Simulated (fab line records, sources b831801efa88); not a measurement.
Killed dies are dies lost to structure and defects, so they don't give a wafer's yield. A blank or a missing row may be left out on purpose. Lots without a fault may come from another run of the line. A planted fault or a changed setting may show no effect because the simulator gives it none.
fab line records | flow sky130
record lots=11 wafers=33 last_day=50
route steps=708 shown SONOS_TUNNEL@161 POLY_GATE@204 LDD_P@262 PAD_OPEN@708
lots that met no fault: from a run of the same line without faults
start_h: hours from the record's first day to the start of the lot's first wafer shown | wait_h: hours since the lot's step before | " the same as in the row above | L1.1+2: a row that stands for several wafers | - no value, or no start given | * or withheld: withheld | < > ~ a bound
route shown NAME@n: a module of which the file shows steps, and the number in the route of the first | usual: mean/standard deviation of fault-free wafers | same: alike in all rows | chamber/n: place in a boat | sites: the reading at each site | _std_site: their standard deviation | _edge_site: outer sites' mean less inner sites' | radius_mm: how far each site lies from the wafer's centre | mask NAME#n: copy n | behind: the tool/chamber that last shaped the wafer | hold: why the lot was held/for how many hours/how that ended | device: the transistor (n, p or np) that didn't switch | end of line: the same wafers' tests at the end of the route | a step without rows: its recipe alone | killed: dies lost to structure and defects at the first sort, not the wafer's yield | map: a wafer's dies, x killed, . not, _ none there
set.NAME: the setting as run; set.NAME@STEP: as run at that earlier step | model.NAME: the simulator's own value behind a step, which no gauge read
steps of the route over a sample of lots; a table a step, a row a wafer
services: from which hour (start_h, from the record's first day; less than 0 if before it) a tool's chamber was out of use, for how many hours, and why
## steps
# step SKY_SONOS_TUNNEL_CD_MEAS_07
# recipe target_cd_nm=410
# usual cd_nm=409.5/2.1
# columns lot.wafer tool chamber start_h wait_h cd_nm
L361.2 cd_sem-02 - 250.52 0.1 412.1
L361.4 " - " " 410.0
L361.6 " - " " 410.4
L362.1 cd_sem-02 - 258.70 0.1 410.6
L362.3 " - " " 409.7
L362.4 " - " " 409.0
L363.2 cd_sem-02 - 264.75 0.1 410.4
L363.3 " - " " 410.0
L363.4 " - " " 410.2
L366.2 cd_sem-02 - 298.25 0.1 410.4
L366.3 " - " " 412.7
L366.5 " - " " 411.2
L369.2 cd_sem-02 - 309.15 0.1 410.6
L369.4 " - " " 411.0
L369.5 " - " " 410.0
L371.3 cd_sem-02 - 327.64 0.1 409.0
L371.4 " - " " 407.9
L371.5 " - " " 408.4
L379.1 cd_sem-02 - 395.85 0.1 410.5
L379.2 " - " " 408.5
L379.4 " - " " 407.0
L380.3 cd_sem-02 - 400.94 0.1 407.8
L380.4 " - " " 409.2
L380.6 " - " " 410.1
L382.1 cd_sem-01 - 418.85 0.1 409.9
L382.5 " - " " 410.0
L382.6 " - " " 410.4
L383.2 cd_sem-01 - 427.32 0.1 406.3
L383.3 " - " " 406.9
L383.6 " - " " 406.3
L384.1 cd_sem-02 - 431.13 0.1 411.9
L384.4 " - " " 412.5
L384.6 " - " " 412.5
# step SKY_POLY_GATE_CVD_00
# recipe material=poly-Si target_thk_nm=180 temp_c=620 time_s=720 pressure_mtorr=200
# usual spike_tc_centre_C=619.8/1.2 spike_tc_top_C=637/3.1 spike_tc_upper_C=619.8/1.2 zone_power_bottom_pct=12.7/0.44 zone_power_centre_pct=8.55/0.18 zone_power_top_pct=19.5/0.61 zone_power_upper_pct=7.9/0.8
# same time_s=720
# columns lot.wafer tool chamber start_h wait_h spike_tc_centre_C spike_tc_top_C spike_tc_upper_C zone_power_bottom_pct zone_power_centre_pct zone_power_top_pct zone_power_upper_pct
L361.2 lpcvd-01 1 325.64 0.0 619.3 635 619.0 13.1 8.27 20.2 8.8
L361.4 " 1 " " 619.4 634 620.8 13.2 8.38 20.1 8.8
L361.6 " 1 " " 617.7 635 620.0 13.1 8.34 20.2 8.8
L362.1 lpcvd-01 0 325.64 0.0 620.0 639 620.2 12.2 8.62 19.2 7.2
L362.3 " 0 " " 620.0 641 620.5 12.3 8.68 19.1 7.2
L362.4 " 0 " " 619.0 642 620.0 12.3 8.74 18.8 7.1
L363.2 lpcvd-01 0 336.42 5.9 620.1 639 619.2 12.4 8.61 19.0 7.3
L363.3 " 0 " " 621.8 641 618.0 12.0 8.77 18.6 7.2
L363.4 " 0 " " 620.4 640 618.6 12.3 8.53 19.2 7.1
L366.2 lpcvd-01 0 366.56 0.5 619.8 640 619.5 12.3 8.73 19.0 7.1
L366.3 " 0 " " 619.9 640 618.5 12.4 8.74 19.0 7.2
L366.5 " 0 " " 619.9 641 618.0 12.2 8.75 19.1 7.2
L369.2 lpcvd-01 0 378.79 0.0 627.4 651 566.0 12.4 12.94 24.8 0.0
L369.4 " 0 " " 629.3 649 564.0 12.7 12.75 24.5 0.0
L369.5 " 0 " " 628.3 651 564.8 12.4 12.81 24.8 0.0
L371.3 lpcvd-01 0 394.48 0.0 626.0 650 565.5 12.3 12.89 25.0 0.0
L371.4 " 0 " " 628.9 651 565.2 12.5 12.81 24.4 0.0
L371.5 " 0 " " 628.0 651 563.7 12.5 12.69 24.8 0.0
L379.1 lpcvd-01 1 467.77 0.0 618.7 634 621.2 13.3 8.41 20.1 8.9
L379.2 " 1 " " 619.4 634 621.7 13.1 8.27 20.1 8.9
L379.4 " 1 " " 619.6 635 622.3 13.3 8.37 20.1 8.9
L380.3 lpcvd-01 0 475.54 0.0 622.5 642 620.1 12.2 8.67 19.0 7.1
L380.4 " 0 " " 620.3 641 620.3 12.4 8.65 18.9 7.1
L380.6 " 0 " " 619.2 640 620.3 12.4 8.72 18.9 7.2
L382.1 lpcvd-01 0 494.91 0.0 619.1 640 617.8 12.2 8.65 18.8 7.1
L382.5 " 0 " " 620.0 639 620.3 12.3 8.72 18.9 7.1
L382.6 " 0 " " 618.9 640 619.0 12.1 8.54 18.8 7.1
L383.2 lpcvd-01 0 499.26 0.0 621.0 639 619.3 12.4 8.60 19.0 7.2
L383.3 " 0 " " 622.2 641 618.1 12.3 8.69 18.9 7.2
L383.6 " 0 " " 618.2 638 618.6 12.3 8.57 19.2 7.2
L384.1 lpcvd-01 1 502.86 0.0 618.5 635 620.7 13.1 8.42 20.5 8.8
L384.4 " 1 " " 619.3 634 619.4 13.2 8.39 20.2 8.9
L384.6 " 1 " " 618.5 634 621.3 13.4 8.42 20.1 8.7
# step SKY_POLY_GATE_THK_MEAS_01
# recipe reads=poly-Si_of_POLY_GATE_CVD_00
# usual POLY_GATE_CVD_00_THK=180.8/1.8
# columns lot.wafer tool chamber start_h wait_h POLY_GATE_CVD_00_THK[nm]
L362.1 film_metro-03 - 327.44 0.0 179.1
L362.3 " - " " 180.8
L362.4 " - " " 180.1
L361.2 film_metro-01 - 327.45 0.0 184.1
L361.4 " - " " 184.0
L361.6 " - " " 184.9
L363.2 film_metro-03 - 337.63 0.0 182.5
L363.3 " - " " 182.9
L363.4 " - " " 183.9
L366.2 film_metro-03 - 367.77 0.0 181.3
L366.3 " - " " 182.8
L366.5 " - " " 182.7
L369.2 film_metro-03 - 380.00 0.0 164.2
L369.4 " - " " 145.3
L369.5 " - " " 134.8
L371.3 film_metro-02 - 396.30 0.0 107.1
L371.4 " - " " 107.0
L371.5 " - " " 109.0
L379.1 film_metro-03 - 468.97 0.0 177.2
L379.2 " - " " 179.2
L379.4 " - " " 178.0
L380.3 film_metro-01 - 476.76 0.0 179.8
L380.4 " - " " 180.5
L380.6 " - " " 180.9
L382.1 film_metro-01 - 496.71 0.0 179.0
L382.5 " - " " 180.4
L382.6 " - " " 178.8
L383.2 film_metro-03 - 501.07 0.0 179.0
L383.3 " - " " 178.8
L383.6 " - " " 180.5
L384.1 film_metro-03 - 504.06 0.0 178.2
L384.4 " - " " 178.0
L384.6 " - " " 179.0
# step SKY_POLY_GATE_ETCH_17
# recipe target_depth_nm=180 stop_on=SiO2 over_etch_frac=0.56667 chemistry=HBr/Cl2 target=poly-Si icp_w=400 bias_w=100 pressure_mtorr=10 HBr_flow_sccm=150 Cl2_flow_sccm=50 time_s=70.5
# usual HBr_flow_sccm=150.0/0.46 drypump_motor_current_A=5.6/0.4 oes_product_au=0.985/0.0082 throttle_valve_pct=33.683/0.0092
# same time_s=70.5
# columns lot.wafer tool chamber start_h wait_h HBr_flow_sccm drypump_motor_current_A oes_product_au rf_hours_counter_h throttle_valve_pct
L362.1 rie_si-02 0 385.17 0.0 149.7 5.8 0.987 30 33.673
L362.3 " 1 " " 150.5 5.7 0.977 0 33.673
L362.4 " 2 " " 150.2 5.6 0.996 78 33.684
L361.2 rie_si-01 2 385.19 0.0 149.9 5.2 0.987 6 33.688
L361.4 " 0 " " 150.5 5.5 0.996 - 33.678
L361.6 " 2 " " 149.6 5.2 0.986 - 33.691
L363.2 rie_si-02 1 395.22 0.0 150.1 5.7 0.977 0 33.685
L363.3 " 0 " " 150.1 5.8 0.990 30 33.688
L363.4 " 3 " " 150.9 6.3 0.997 32 33.674
L366.2 rie_si-02 0 428.68 0.1 150.1 5.8 0.983 30 33.676
L366.3 " 2 " " 149.8 5.6 0.994 0 33.674
L366.5 " 0 " " 150.0 5.8 0.990 - 33.685
L369.2 rie_si-02 0 441.44 0.0 150.2 5.8 0.935 31 33.683
L369.4 " 2 " " 150.7 5.6 0.851 0 33.683
L369.5 " 1 " " 149.8 5.7 0.819 - 33.682
L371.3 rie_si-02 1 460.09 0.0 151.3 5.7 0.701 1 33.693
L371.4 " 0 " " 149.6 5.8 0.705 31 33.690
L371.5 " 3 " " 150.5 6.3 0.709 - 33.674
L379.1 rie_si-01 3 531.54 0.0 149.0 5.6 0.982 1 33.688
L379.2 " 0 " " 149.4 5.5 0.989 21 33.681
L379.4 " 1 " " 149.6 5.0 0.982 6 33.668
L380.3 rie_si-02 1 539.09 0.0 150.1 5.7 0.974 1 33.691
L380.4 " 0 " " 150.3 5.8 0.989 31 33.682
L380.6 " 2 " " 151.1 5.6 0.984 - 33.671
L382.1 rie_si-02 0 559.02 0.0 149.7 5.8 0.979 31 33.684
L382.5 " 2 " " 150.0 5.7 0.995 - 33.686
L382.6 " 3 " " 150.2 6.3 0.970 - 33.689
L383.2 rie_si-01 0 562.84 0.0 149.5 5.6 0.983 21 33.691
L383.3 " 2 " " 150.3 5.2 0.968 7 33.663
L383.6 " 0 " " 150.0 5.5 0.984 - 33.679
L384.1 rie_si-02 0 566.07 0.0 149.6 5.8 0.981 31 33.676
L384.4 " 2 " " 150.4 5.6 0.971 1 33.681
L384.6 " 0 " " 149.8 5.8 0.977 - 33.697
# step SKY_POLY_GATE_THK_MEAS_21
# recipe reads=SiO2_of_POLY_GATE_OXIDATION_20
# usual POLY_GATE_OXIDATION_THK=4.00/0.07
# columns lot.wafer tool chamber start_h wait_h POLY_GATE_OXIDATION_THK[nm]
L362.1 film_metro-01 - 390.08 0.0 4.05
L362.3 " - " " 4.02
L362.4 " - " " 4.08
L361.2 film_metro-03 - 390.09 0.0 3.95
L361.4 " - " " 4.04
L361.6 " - " " 4.04
L363.2 film_metro-01 - 398.84 0.0 4.08
L363.3 " - " " 4.06
L363.4 " - " " 4.01
L366.2 film_metro-03 - 431.17 0.0 4.09
L366.3 " - " " 4.02
L366.5 " - " " 4.09
L369.2 film_metro-02 - 442.90 0.0 4.10
L369.4 " - " " 3.98
L369.5 " - " " 4.02
L371.3 film_metro-03 - 463.36 0.0 3.95
L371.4 " - " " 3.98
L371.5 " - " " 3.92
L379.1 film_metro-03 - 532.99 0.0 4.10
L379.2 " - " " 4.08
L379.4 " - " " 4.05
L380.3 film_metro-02 - 540.83 0.0 4.04
L380.4 " - " " 3.91
L380.6 " - " " 3.96
L382.1 film_metro-03 - 560.47 0.0 3.97
L382.5 " - " " 4.04
L382.6 " - " " 3.98
L383.2 film_metro-01 - 564.30 0.0 3.84
L383.3 " - " " 3.90
L383.6 " - " " 3.79
L384.1 film_metro-03 - 567.54 0.0 4.08
L384.4 " - " " 3.96
L384.6 " - " " 4.03
# step SKY_LDD_P_CD_MEAS_07
# recipe target_cd_nm=380
# usual cd_nm=380.1/2.3
# columns lot.wafer tool chamber start_h wait_h cd_nm
L361.2 cd_sem-01 - 451.25 0.1 377.4
L361.4 " - " " 376.2
L361.6 " - " " 376.5
L362.1 cd_sem-01 - 451.82 0.1 380.0
L362.3 " - " " 383.4
L362.4 " - " " 379.6
L363.2 cd_sem-02 - 460.67 0.1 376.8
L363.3 " - " " 379.1
L363.4 " - " " 378.7
L366.2 cd_sem-01 - 493.92 0.1 382.9
L366.3 " - " " 380.9
L366.5 " - " " 381.9
L369.2 cd_sem-02 - 505.94 0.1 379.2
L369.4 " - " " 380.5
L369.5 " - " " 380.1
L371.3 cd_sem-01 - 524.31 0.1 377.5
L371.4 " - " " 378.0
L371.5 " - " " 379.9
L379.1 cd_sem-02 - 593.22 0.1 381.3
L379.2 " - " " 382.0
L379.4 " - " " 381.8
L380.3 cd_sem-02 - 601.51 0.1 383.5
L380.4 " - " " 383.4
L380.6 " - " " 384.0
L382.1 cd_sem-01 - 620.80 0.1 377.8
L382.5 " - " " 379.2
L382.6 " - " " 379.9
L383.2 cd_sem-02 - 623.19 0.1 376.8
L383.3 " - " " 376.5
L383.6 " - " " 379.1
L384.1 cd_sem-01 - 627.65 0.1 379.7
L384.4 " - " " 381.6
L384.6 " - " " 380.8
# step SKY_PAD_OPEN_PROBE_99
# usual killed_at_M0_to_M3=43/6.5 killed_at_M4_up=3.3/2 killed_at_contacts=24/5.2 killed_at_front_end=16/4.2 killed_at_other=0.3/0.6 killed_dies=87/9.3 killed_open=47/7.8 killed_short=39/6.2
# same gross_dies=492 killed_at_back_side=0
# columns lot.wafer tool chamber start_h wait_h killed_at_M0_to_M3 killed_at_M4_up killed_at_contacts killed_at_front_end killed_at_other killed_dies killed_open killed_short
L371.3 prober-01 - 1131.24 0.2 38 4 20 15 0 77 32 45
L371.4 prober-01 - 1131.29 0.2 43 3 26 19 0 91 52 38
L371.5 prober-01 - 1131.34 0.2 43 3 29 17 1 93 63 30
# killed by level:class
L371.3 METAL2:geometric_particle:short=7 VIA1:geometric_particle:open=6 VIA1:geometric_particle:short=6 FIELD_ISO:geometric_particle:short=5 CONTACT:geometric_particle:open=5 VIA2:geometric_particle:open=5 VIA3:geometric_particle:open=5 LI_CONTACT:geometric_particle:short=4
L371.4 VIA1:geometric_particle:open=11 CONTACT:geometric_particle:open=10 LOCAL_INTERCONNECT:geometric_particle:short=7 METAL2:geometric_particle:short=7 METAL1:geometric_particle:short=6 VIA3:geometric_particle:open=6 FIELD_ISO:geometric_particle:open=5 VIA1:geometric_particle:short=5
L371.5 CONTACT:geometric_particle:open=13 VIA1:geometric_particle:open=12 VIA2:geometric_particle:open=10 LI_CONTACT:geometric_particle:open=8 VIA3:geometric_particle:open=6 FIELD_ISO:geometric_particle:open=5 CONTACT:geometric_particle:short=5 POLY_GATE:geometric_particle:short=4
## services
# columns tool chamber start_h hours kind
rie_si-01 0 308.66 16.2 repair
rie_si-02 3 320.21 4.9 repair
lpcvd-01 - 330.31 6.1 pm
rie_si-02 1 353.97 - clean
rie_si-02 1 353.97 22.1 scheduled_down
rie_si-02 1 353.97 22.1 vent_cycle
rie_si-01 3 378.07 - clean
rie_si-01 3 378.07 29.1 scheduled_down
rie_si-01 3 378.07 29.1 vent_cycle
rie_si-02 2 397.59 - clean
rie_si-02 2 397.59 22.0 scheduled_down
rie_si-02 2 397.59 22.0 vent_cycle
lpcvd-01 - 448.24 2.6 repair
lpcvd-01 - 449.26 0.8 repair
rie_si-01 - 459.06 14.6 pm
lpcvd-01 - 469.89 0.6 repair
rie_si-02 3 472.23 6.3 repair
rie_si-01 3 477.52 5.0 repair
lpcvd-01 - 558.11 2.3 repair
## key
first_sign step=SKY_POLY_GATE_CVD_00 reading=spike_tc_upper_C direction=down sigmas=45 usual=619.8 struck=564.9
effect step=SKY_POLY_GATE_CVD_00 reading=zone_power_centre_pct direction=up sigmas=24 usual=8.55 struck=12.82
effect step=SKY_POLY_GATE_THK_MEAS_01 reading=POLY_GATE_CVD_00_THK direction=down sigmas=29 usual=180.8 struck=127.9
effect step=SKY_POLY_GATE_ETCH_17 reading=oes_product_au direction=down sigmas=24 usual=0.985 struck=0.786
met_at SKY_POLY_GATE_CVD_00
struck_lots L369,L371
struck_wafers L369.2,L369.4,L369.5,L371.3,L371.4,L371.5
tester_left_out L369,L371
not_acting_at SKY_SONOS_TUNNEL_CD_MEAS_07,SKY_POLY_GATE_THK_MEAS_21,SKY_LDD_P_CD_MEAS_07
onset_between 366.56 378.79
fault kind=process_parameter_drift tool=lpcvd-01 chamber=0 onset_h=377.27 steps=SKY_POLY_GATE_CVD_00 channel=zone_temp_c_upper offset=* shape=step end_h=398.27
# tester_left_out: of these lots the tester's yield and bins aren't shown, on N5 and GAA mostly nor the transistor test; their killed dies are dies lost to structure and defects alone, not to doping, threshold or leakage, so they don't give the yield
